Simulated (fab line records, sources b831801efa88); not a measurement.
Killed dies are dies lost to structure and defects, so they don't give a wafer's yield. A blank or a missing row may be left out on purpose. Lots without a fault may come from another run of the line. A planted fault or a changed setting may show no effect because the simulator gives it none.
Chamber matching | flow gf180mcu | GF_SAB_CVD_00 on pecvd-01: 3 sister chambers
The step deposits SiO2 from TEOS, target thk 50 nm, time 4.9302 s. 6 wafers are shown with their chamber, then 8 later ones without.

WAFERS WITH THEIR CHAMBER
wafer  | chamber | heater_power_w (W)
L356.4 | 2       | 577
L358.3 | 0       | 603
L358.5 | 0       | 628
L360.1 | 2       | 687
L360.5 | 1       | 557
L363.1 | 1       | 548

WAFERS WITHOUT THEIR CHAMBER
wafer  | heater_power_w (W)
L363.2 | 599
L363.6 | 620
L369.1 | 591
L369.2 | 546
L369.3 | 606
L372.3 | 473
L372.5 | 486
L372.6 | 576

WHICH CHAMBER EACH WENT THROUGH
wafer  | from the rows above          | in truth
L363.2 | can't be placed: 0 or 2 or 1 | 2
L363.6 | can't be placed: 0 or 2 or 1 | 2
L369.1 | can't be placed: 0 or 1 or 2 | 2
L369.2 | can't be placed: 1 or 0 or 2 | 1
L369.3 | can't be placed: 0 or 2 or 1 | 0
L372.3 | can't be placed: 1 or 0 or 2 | 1
L372.5 | can't be placed: 1 or 0 or 2 | 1
L372.6 | can't be placed: 1 or 0 or 2 | 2
Placed correctly: 0 of 8. Can't be placed from these rows: 8 (the true chamber is among the candidates in 8). Placed wrongly: 0.
How it was worked out, from the rows above alone: a wafer's distance from a chamber is the root of the sum, over the readings, of the square of ((its reading less the chamber's mean) divided by the reading's scatter). The wafer belongs to the nearest chamber; if the next one is less than 2 further off, it can't be placed. A chamber's mean is the mean of its shown wafers. The scatter: the root of (the sum of the squares of (reading less its chamber's mean) over the shown wafers, divided by (wafers less chambers)).
